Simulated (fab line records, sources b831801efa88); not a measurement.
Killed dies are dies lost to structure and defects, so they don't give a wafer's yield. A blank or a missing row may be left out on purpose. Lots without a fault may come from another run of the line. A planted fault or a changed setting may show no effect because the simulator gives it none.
fab line records | flow sky130
record lots=6 wafers=18 last_day=50
route steps=708 shown LOCAL_INTERCONNECT@388 PAD_OPEN@708
lots that met no fault: from a run of the same line without faults
start_h: hours from the record's first day to the start of the lot's first wafer shown | wait_h: hours since the lot's step before | " the same as in the row above | L1.1+2: a row that stands for several wafers | - no value, or no start given | * or withheld: withheld | < > ~ a bound
route shown NAME@n: a module of which the file shows steps, and the number in the route of the first | usual: mean/standard deviation of fault-free wafers | same: alike in all rows | chamber/n: place in a boat | sites: the reading at each site | _std_site: their standard deviation | _edge_site: outer sites' mean less inner sites' | radius_mm: how far each site lies from the wafer's centre | mask NAME#n: copy n | behind: the tool/chamber that last shaped the wafer | hold: why the lot was held/for how many hours/how that ended | device: the transistor (n, p or np) that didn't switch | end of line: the same wafers' tests at the end of the route | a step without rows: its recipe alone | killed: dies lost to structure and defects at the first sort, not the wafer's yield | map: a wafer's dies, x killed, . not, _ none there
set.NAME: the setting as run; set.NAME@STEP: as run at that earlier step | model.NAME: the simulator's own value behind a step, which no gauge read
lots at some steps of the route; a table a step, a row a wafer
services: from which hour (start_h, from the record's first day; less than 0 if before it) a tool's chamber was out of use, for how many hours, and why
## steps
# step SKY_LOCAL_INTERCONNECT_RS_MEAS_01
# recipe thk_meas_gauge=four-point-probe reads=TiN_of_LOCAL_INTERCONNECT_SPUTTER_00
# usual LOCAL_INTERCONNECT_TIN_RS=14.06/0.19
# columns lot.wafer tool chamber start_h wait_h LOCAL_INTERCONNECT_TIN_RS[ohm/sq]
L281.3 film_metro-03 - 687.84 0.1 13.79
L281.5 " - " " 13.92
L281.6 " - " " 13.77
L286.3 film_metro-03 - 731.95 0.1 13.41
L286.5 " - " " 13.64
L286.6 " - " " 13.50
L296.1 film_metro-02 - 810.26 0.0 13.95
L296.3 " - " " 14.15
L296.5 " - " " 14.10
L297.2 film_metro-04 - 813.53 0.1 14.18
L297.5 " - " " 14.28
L297.6 " - " " 14.34
L298.2 film_metro-03 - 814.64 0.1 14.08
L298.3 " - " " 14.04
L298.6 " - " " 14.18
L301.1 film_metro-03 - 845.61 0.0 14.01
L301.5 " - " " 13.92
L301.6 " - " " 13.83
# step SKY_LOCAL_INTERCONNECT_THK_MEAS_02
# recipe thk_meas_gauge=xrf reads=TiN_of_LOCAL_INTERCONNECT_SPUTTER_00
# usual LOCAL_INTERCONNECT_TIN_THK=99.2/1.4
# columns lot.wafer tool chamber start_h wait_h LOCAL_INTERCONNECT_TIN_THK[nm]
L281.3 film_metro-03 - 687.94 0.1 101.2
L281.5 " - " " 100.5
L281.6 " - " " 101.5
L286.3 film_metro-03 - 732.05 0.1 104.5
L286.5 " - " " 102.9
L286.6 " - " " 103.5
L296.1 film_metro-02 - 810.38 0.1 100.2
L296.3 " - " " 99.0
L296.5 " - " " 99.3
L297.2 film_metro-04 - 813.64 0.1 98.2
L297.5 " - " " 97.6
L297.6 " - " " 97.4
L298.2 film_metro-03 - 814.75 0.1 98.8
L298.3 " - " " 99.3
L298.6 " - " " 98.7
L301.1 film_metro-03 - 845.73 0.1 99.0
L301.5 " - " " 99.5
L301.6 " - " " 101.0
# step SKY_LOCAL_INTERCONNECT_DEHYDRATE_03
# recipe temp_c=200 time_s=60
# step SKY_LOCAL_INTERCONNECT_HMDS_04
# recipe prime_time_s=60 prime_temp_c=120
# step SKY_LOCAL_INTERCONNECT_COAT_05
# recipe resist=BARC temp_c=withheld time_s=withheld spin_rpm=3000 resist_thk_nm=60
# step SKY_LOCAL_INTERCONNECT_COAT_06
# recipe resist=KrF-thick spin_rpm=3000 resist_thk_nm=450
# step SKY_LOCAL_INTERCONNECT_SOFTBAKE_07
# recipe temp_c=100 time_s=90 resist=KrF-thick
# step SKY_LOCAL_INTERCONNECT_EXPOSE_08
# recipe mask_id=LI1M na=0.8 source_shape=annular sigma_inner=0.55 sigma_outer=0.85 target_cd_nm=170 dose_mj=28
# step SKY_LOCAL_INTERCONNECT_PEB_09
# recipe peb_temp_c=withheld peb_time_s=withheld resist=KrF-thick
# step SKY_LOCAL_INTERCONNECT_DEVELOP_10
# recipe develop_time_s=60 resist=KrF-thick dev_temp_c=21
# step SKY_LOCAL_INTERCONNECT_CD_MEAS_11
# recipe target_cd_nm=170
# usual cd_nm=169.3/1.3
# columns lot.wafer tool chamber start_h wait_h cd_nm
L281.3 cd_sem-02 - 716.25 - 168.3
L281.5 " - " " 169.8
L281.6 " - " " 170.6
L286.3 cd_sem-02 - 758.97 - 169.3
L286.5 " - " " 168.2
L286.6 " - " " 168.7
L296.1 cd_sem-01 - 836.82 - 169.9
L296.3 " - " " 168.2
L296.5 " - " " 169.2
L297.2 cd_sem-01 - 839.59 - 171.3
L297.5 " - " " 170.1
L297.6 " - " " 171.2
L298.2 cd_sem-01 - 840.45 - 169.8
L298.3 " - " " 169.0
L298.6 " - " " 170.6
L301.1 cd_sem-01 - 871.42 - 168.5
L301.5 " - " " 168.8
L301.6 " - " " 169.6
# step SKY_LOCAL_INTERCONNECT_OVL_MEAS_12
# usual LOCAL_INTERCONNECT_OVL=4/5.1
# columns lot.wafer tool chamber start_h wait_h LOCAL_INTERCONNECT_OVL[nm]
L281.3 overlay-01 - 716.35 0.1 8
L281.5 " - " " 12
L281.6 " - " " 14
L286.3 overlay-01 - 759.06 0.1 9
L286.5 " - " " 13
L286.6 " - " " 7
L296.1 overlay-02 - 836.94 0.1 -6
L296.3 " - " " 1
L296.5 " - " " 0
L297.2 overlay-01 - 839.70 0.1 0
L297.5 " - " " 1
L297.6 " - " " 9
L298.2 overlay-01 - 840.56 0.1 11
L298.3 " - " " -1
L298.6 " - " " 10
L301.1 overlay-02 - 871.54 0.1 5
L301.5 " - " " 5
L301.6 " - " " 10
# step SKY_LOCAL_INTERCONNECT_ETCH_13
# recipe chemistry=N2/H2 target=BARC ion_energy_ev=200 bias_w=100 pressure_mtorr=30 n2_flow_sccm=100 h2_flow_sccm=200 icp_w=500 stop_on=SiO2 time_s=45.9 target_depth_a=600
# usual chamber_pressure_mTorr=29.999/0.025 drypump_motor_current_A=5.9/0.5 oes_product_au=0.854/0.0048 run_length_s=74.4/0.74 throttle_valve_pct=13.227/0.0096
# columns lot.wafer tool chamber start_h wait_h chamber_pressure_mTorr drypump_motor_current_A oes_product_au rf_hours_counter_h run_length_s throttle_valve_pct model.KrF-thick_of_LOCAL_INTERCONNECT_COAT_06.thk_nm
L281.3 rie_metal-03 0 716.39 0.0 30.043 5.7 0.854 - 74.6 13.231 391.6
L281.5 " 1 " " 30.012 5.1 0.862 - 74.6 13.225 391.2
L281.6 " 0 " " 30.016 5.7 0.850 - 74.4 13.217 391.2
L286.3 rie_metal-02 1 759.11 0.0 30.003 6.5 0.859 - 74.2 13.227 393
L286.5 " 1 " " 29.976 6.5 0.852 - 74.2 13.209 392
L286.6 " 0 " " 29.972 5.8 0.851 - 73.1 13.234 391.6
L296.1 rie_metal-03 1 836.97 0.0 29.975 5.1 0.855 11 75.0 13.247 391.8
L296.3 " 1 " " 29.936 5.1 0.939 - 70.5 13.249 395.6
L296.5 " 1 " " 29.998 5.1 0.935 - 70.9 13.243 394.2
L297.2 rie_metal-03 1 839.75 0.0 30.020 5.1 0.857 - 74.8 13.239 390.8
L297.5 " 1 " " 29.998 5.1 0.936 - 70.5 13.228 396.4
L297.6 " 1 " " 30.002 5.1 0.856 - 74.7 13.228 393.3
L298.2 rie_metal-02 0 840.59 0.0 29.982 5.8 0.853 17 73.4 13.219 390.8
L298.3 " 1 " " 30.031 6.5 0.853 - 74.4 13.236 392.6
L298.6 " 0 " " 29.976 5.8 0.862 - 73.8 13.236 391.6
L301.1 rie_metal-02 1 871.58 0.0 29.986 6.6 0.850 17 74.3 13.234 392.6
L301.5 " 0 " " 29.982 5.8 0.849 - 73.5 13.229 391.8
L301.6 " 1 " " 30.000 6.6 0.848 - 74.5 13.220 393.8
# step SKY_LOCAL_INTERCONNECT_METAL_ETCH_14
# recipe target_depth_nm=110 stop_on=PSG chemistry=Cl2/BCl3 target=TiN resist_sidewall_deg=88 pressure_mtorr=10 icp_w=900 bias_w=48.5 Cl2_flow_sccm=60 bcl3_flow_sccm=30 time_s=31.4
# usual chamber_pressure_mTorr=9.999/0.01 drypump_motor_current_A=5.9/0.5 oes_product_au=0.944/0.0089 run_length_s=59.9/0.73 throttle_valve_pct=21.898/0.01
# columns lot.wafer tool chamber start_h wait_h chamber_pressure_mTorr drypump_motor_current_A oes_product_au rf_hours_counter_h run_length_s throttle_valve_pct model.KrF-thick_of_LOCAL_INTERCONNECT_COAT_06.thk_nm
L281.3 rie_metal-03 0 716.45 0.0 9.996 5.7 0.959 - 59.5 21.909 347.8
L281.5 " 1 " " 10.019 5.1 0.950 - 60.0 21.899 346.7
L281.6 " 0 " " 10.001 5.7 0.962 - 59.6 21.875 347.7
L286.3 rie_metal-02 1 759.17 0.0 9.989 6.5 0.981 - 59.8 21.882 349.6
L286.5 " 1 " " 10.004 6.5 0.962 - 59.7 21.871 348.6
L286.6 " 0 " " 10.002 5.8 0.963 - 58.9 21.894 348
L296.1 rie_metal-03 1 837.10 0.1 10.012 5.1 0.954 11 60.4 21.914 347.1
L296.3 " 1 " " 9.994 5.1 0.943 - 60.3 21.907 350.9
L296.5 " 1 " " 9.988 5.1 0.945 - 60.1 21.904 349.6
L297.2 rie_metal-03 1 839.87 0.1 9.998 5.1 0.939 - 60.7 21.898 347.2
L297.5 " 1 " " 10.002 5.1 0.938 - 60.0 21.907 352.8
L297.6 " 1 " " 9.996 5.1 0.930 - 60.0 21.911 349.7
L298.2 rie_metal-02 0 840.65 0.0 9.984 5.8 0.946 17 58.9 21.898 347.2
L298.3 " 1 " " 9.997 6.5 0.937 - 59.9 21.896 349.4
L298.6 " 0 " " 10.003 5.8 0.941 - 58.9 21.906 348.6
L301.1 rie_metal-02 1 871.64 0.0 9.997 6.6 0.941 17 59.9 21.878 348.9
L301.5 " 0 " " 10.013 5.8 0.957 - 58.8 21.900 347.6
L301.6 " 1 " " 10.004 6.6 0.954 - 60.0 21.903 350.2
# step SKY_LOCAL_INTERCONNECT_STRIP_15
# recipe chemistry=O2/N2 power_w=1400 pressure_mtorr=1500 platen_temp_c=withheld o2_flow_sccm=3000 n2_flow_sccm=300 overash_fraction=0.5
# usual chamber_pressure_mTorr=1500.1/1.3 drypump_motor_current_A=5.79/0.22 oes_product_au=0.427/0.0046 strip_time_to_endpoint_s=4.719/0.021
# columns lot.wafer tool chamber start_h wait_h chamber_pressure_mTorr drypump_motor_current_A oes_product_au rf_hours_counter_h strip_time_to_endpoint_s
L281.3 plasma_asher-01 0 716.52 0.1 1499.7 5.64 0.431 - 4.698
L281.5 " 0 " " 1499.0 5.64 0.418 - 4.700
L281.6 " 1 " " 1500.9 5.69 0.427 - 4.706
L286.3 plasma_asher-04 0 759.23 0.1 1500.4 5.55 0.422 - 4.723
L286.5 " 1 " " 1499.7 5.90 0.422 - 4.719
L286.6 " 0 " " 1499.1 5.56 0.433 - 4.724
L296.1 plasma_asher-04 0 837.20 0.1 1499.9 5.56 0.424 41 4.704
L296.3 " 1 " " 1500.7 5.91 0.424 - 4.736
L296.5 " 1 " " 1498.3 5.92 0.424 - 4.748
L297.2 plasma_asher-01 0 839.96 0.1 1496.5 5.65 0.428 10 4.725
L297.5 " 0 " " 1501.7 5.66 0.421 - 4.767
L297.6 " 1 " " 1498.3 5.61 0.433 - 4.731
L298.2 plasma_asher-04 0 840.70 0.0 1498.4 5.58 0.425 42 4.719
L298.3 " 0 " " 1498.6 5.59 0.425 - 4.730
L298.6 " 1 " " 1500.7 5.92 0.428 - 4.713
L301.1 plasma_asher-04 1 871.69 0.0 1500.5 5.90 0.431 45 4.717
L301.5 " 1 " " 1501.5 5.89 0.429 - 4.707
L301.6 " 0 " " 1502.0 5.57 0.425 - 4.731
# step SKY_PAD_OPEN_PROBE_99
# usual killed_at_M0_to_M3=43/7.3 killed_at_M4_up=3.1/1.7 killed_at_contacts=25/5.3 killed_at_front_end=14/4.1 killed_at_other=0.3/0.56 killed_dies=85/9.4 killed_on_rim=17/4 killed_open=46/7.4 killed_short=38/5.8
# same gross_dies=492 killed_at_back_side=0
# columns lot.wafer tool chamber start_h wait_h killed_at_M0_to_M3 killed_at_M4_up killed_at_contacts killed_at_front_end killed_at_other killed_dies killed_on_rim killed_open killed_short
L281.3 prober-02 - 1083.95 0.2 45 5 29 14 0 93 22 54 39
L281.5 prober-02 - 1084.05 0.2 41 5 17 10 1 74 13 47 27
L281.6 prober-02 - 1084.10 0.2 49 5 21 13 1 89 16 56 33
L286.3 prober-01 - 1118.25 0.2 43 2 30 10 0 85 16 49 36
L286.5 prober-01 - 1118.35 0.2 51 3 14 17 0 85 17 42 43
L286.6 prober-01 - 1118.40 0.2 39 5 16 26 1 87 14 49 37
L296.1 prober-01 - 1169.31 0.1 47 4 23 9 0 83 19 43 39
L296.3 prober-01 - 1169.41 0.2 36 1 27 16 1 81 17 44 37
L296.5 prober-01 - 1169.51 0.2 42 2 24 13 0 81 14 40 41
L297.2 prober-02 - 1175.80 0.1 33 4 26 10 0 73 15 43 30
L297.5 prober-02 - 1175.95 0.2 42 4 26 13 2 87 20 38 49
L297.6 prober-02 - 1176.00 0.2 46 6 22 10 1 85 13 42 43
L298.2 prober-01 - 1176.14 0.1 50 1 27 23 1 102 26 52 50
L298.3 prober-01 - 1176.19 0.2 44 5 32 14 0 95 24 47 47
L298.6 prober-01 - 1176.34 0.2 41 5 30 20 0 96 18 56 40
L301.1 prober-01 - 1195.64 0.1 54 2 26 19 1 102 17 59 43
L301.5 prober-01 - 1195.84 0.2 43 3 26 8 0 80 21 45 35
L301.6 prober-01 - 1195.89 0.2 45 1 15 13 0 74 15 36 38
# killed by level:class
L281.3 CONTACT:geometric_particle:open=13 VIA1:geometric_particle:open=13 VIA3:geometric_particle:open=8 METAL1:geometric_particle:short=7 FIELD_ISO:geometric_particle:open=5 LI_CONTACT:geometric_particle:open=5 CONTACT:geometric_particle:short=5 POLY_GATE:geometric_particle:open=3
L281.5 VIA1:geometric_particle:open=15 LI_CONTACT:geometric_particle:open=7 CONTACT:geometric_particle:open=5 VIA3:geometric_particle:open=5 VIA2:geometric_particle:open=4 METAL1:geometric_particle:short=4 METAL2:geometric_particle:short=4 POLY_GATE:geometric_particle:open=3
L281.6 VIA1:geometric_particle:open=15 VIA2:geometric_particle:open=8 VIA3:geometric_particle:open=8 LI_CONTACT:geometric_particle:open=7 CONTACT:geometric_particle:open=6 METAL1:geometric_particle:short=5 POLY_GATE:geometric_particle:short=4 METAL2:geometric_particle:short=4
L286.3 CONTACT:geometric_particle:open=14 VIA1:geometric_particle:open=11 VIA3:geometric_particle:open=7 LI_CONTACT:geometric_particle:open=5 LI_CONTACT:geometric_particle:short=5 CONTACT:geometric_particle:short=5 METAL1:geometric_particle:short=5 VIA2:geometric_particle:open=5
L286.5 VIA3:geometric_particle:open=8 VIA1:geometric_particle:short=7 METAL1:geometric_particle:short=7 VIA2:geometric_particle:open=7 VIA1:geometric_particle:open=6 POLY_GATE:geometric_particle:open=5 FIELD_ISO:geometric_particle:open=4 FIELD_ISO:geometric_particle:short=4
L286.6 VIA1:geometric_particle:open=10 FIELD_ISO:geometric_particle:open=9 VIA2:geometric_particle:open=9 CONTACT:geometric_particle:open=6 FIELD_ISO:geometric_particle:short=5 METAL1:geometric_particle:short=5 POLY_GATE:geometric_particle:open=4 METAL2:geometric_particle:short=4
L296.1 CONTACT:geometric_particle:open=12 VIA1:geometric_particle:open=10 VIA2:geometric_particle:open=8 LI_CONTACT:geometric_particle:open=6 METAL1:geometric_particle:short=6 FIELD_ISO:geometric_particle:short=5 VIA2:geometric_particle:short=5 VIA3:geometric_particle:short=5
L296.3 VIA1:geometric_particle:open=13 LI_CONTACT:geometric_particle:open=8 CONTACT:geometric_particle:open=7 LOCAL_INTERCONNECT:geometric_particle:short=6 FIELD_ISO:geometric_particle:short=5 POLY_GATE:geometric_particle:short=5 VIA3:geometric_particle:open=4 CONTACT:geometric_particle:short=4
L296.5 CONTACT:geometric_particle:open=12 VIA3:geometric_particle:open=10 VIA1:geometric_particle:open=8 METAL1:geometric_particle:short=7 LOCAL_INTERCONNECT:geometric_particle:short=6 METAL2:geometric_particle:short=5 FIELD_ISO:geometric_particle:short=4 POLY_GATE:geometric_particle:short=4
L297.2 LOCAL_INTERCONNECT:geometric_particle:short=9 VIA2:geometric_particle:open=9 VIA1:geometric_particle:open=8 CONTACT:geometric_particle:open=8 VIA3:geometric_particle:open=7 LI_CONTACT:geometric_particle:open=6 POLY_GATE:geometric_particle:short=3 CONTACT:geometric_particle:short=3
L297.5 CONTACT:geometric_particle:short=10 CONTACT:geometric_particle:open=10 METAL2:geometric_particle:short=10 VIA1:geometric_particle:open=7 VIA2:geometric_particle:open=7 FIELD_ISO:geometric_particle:short=6 VIA3:geometric_particle:open=6 METAL1:geometric_particle:short=5
L297.6 VIA1:geometric_particle:open=11 CONTACT:geometric_particle:short=9 VIA2:geometric_particle:open=7 METAL2:geometric_particle:short=6 CONTACT:geometric_particle:open=5 VIA2:geometric_particle:short=5 METAL4:geometric_particle:short=5 POLY_GATE:geometric_particle:open=4
L298.2 VIA1:geometric_particle:open=14 POLY_GATE:geometric_particle:short=10 METAL2:geometric_particle:short=10 CONTACT:geometric_particle:open=10 LI_CONTACT:geometric_particle:open=7 FIELD_ISO:geometric_particle:short=6 VIA1:geometric_particle:short=6 VIA3:geometric_particle:open=6
L298.3 CONTACT:geometric_particle:open=10 VIA1:geometric_particle:open=8 POLY_GATE:geometric_particle:short=7 LOCAL_INTERCONNECT:geometric_particle:short=7 VIA3:geometric_particle:open=7 LI_CONTACT:geometric_particle:open=6 METAL2:geometric_particle:short=6 CONTACT:geometric_particle:short=6
L298.6 VIA1:geometric_particle:open=16 CONTACT:geometric_particle:open=16 FIELD_ISO:geometric_particle:short=8 LOCAL_INTERCONNECT:geometric_particle:short=6 VIA3:geometric_particle:open=6 METAL2:geometric_particle:short=6 POLY_GATE:geometric_particle:open=4 VIA2:geometric_particle:open=4
L301.1 VIA1:geometric_particle:open=17 CONTACT:geometric_particle:open=11 LI_CONTACT:geometric_particle:open=8 VIA2:geometric_particle:short=8 FIELD_ISO:geometric_particle:open=7 FIELD_ISO:geometric_particle:short=6 VIA2:geometric_particle:open=6 METAL1:geometric_particle:short=5
L301.5 CONTACT:geometric_particle:open=15 METAL1:geometric_particle:short=8 VIA1:geometric_particle:open=7 METAL2:geometric_particle:short=7 VIA3:geometric_particle:open=6 VIA1:geometric_particle:short=5 LI_CONTACT:geometric_particle:open=4 VIA2:geometric_particle:open=4
L301.6 VIA1:geometric_particle:open=9 METAL1:geometric_particle:short=8 VIA2:geometric_particle:open=7 CONTACT:geometric_particle:open=6 CONTACT:geometric_particle:short=5 VIA3:geometric_particle:short=5 FIELD_ISO:geometric_particle:open=4 METAL2:geometric_particle:short=4
## services
# columns tool chamber start_h hours kind
plasma_asher-01 - 733.75 9.0 pm
plasma_asher-01 0 733.75 9.0 vent_cycle
plasma_asher-01 1 733.75 9.0 vent_cycle
plasma_asher-01 0 742.75 - clean
plasma_asher-01 1 742.75 - clean
plasma_asher-04 - 775.43 4.1 repair
rie_metal-02 - 785.29 1.4 pm
rie_metal-02 - 788.63 0.6 repair
rie_metal-03 - 799.87 1.1 repair
plasma_asher-01 - 826.62 1.2 repair
rie_metal-03 0 828.87 - clean
rie_metal-03 0 828.87 24.3 scheduled_down
rie_metal-03 0 828.87 24.3 vent_cycle
plasma_asher-01 - 833.17 0.3 repair
rie_metal-02 0 846.87 - clean
rie_metal-02 0 846.87 14.5 scheduled_down
rie_metal-02 0 846.87 14.5 vent_cycle
plasma_asher-01 - 855.09 3.9 repair
## key
first_sign step=SKY_LOCAL_INTERCONNECT_ETCH_13 reading=oes_product_au direction=up sigmas=17 usual=0.854 struck=0.936
effect step=SKY_LOCAL_INTERCONNECT_ETCH_13 reading=run_length_s direction=down sigmas=5 usual=* struck=*
model_effect step=SKY_LOCAL_INTERCONNECT_ETCH_13 value=KrF-thick_of_LOCAL_INTERCONNECT_COAT_06.thk_nm without=391.4 struck=395.4
model_effect step=SKY_LOCAL_INTERCONNECT_METAL_ETCH_14 value=KrF-thick_of_LOCAL_INTERCONNECT_COAT_06.thk_nm without=347.1 struck=351.1
met_at SKY_LOCAL_INTERCONNECT_ETCH_13
struck_wafers L296.3,L296.5,L297.5
tester_left_out L296,L297
onset_between 716.39 836.97
fault kind=process_parameter_drift tool=rie_metal-03 chamber=- onset_h=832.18 steps=SKY_LOCAL_INTERCONNECT_ETCH_13 channel=time_s offset=* shape=step end_h=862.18 scope=struck_wafers_only acts_in=* stated=*
# tester_left_out: of these lots the tester's yield and bins aren't shown, on N5 and GAA mostly nor the transistor test; their killed dies are dies lost to structure and defects alone, not to doping, threshold or leakage, so they don't give the yield
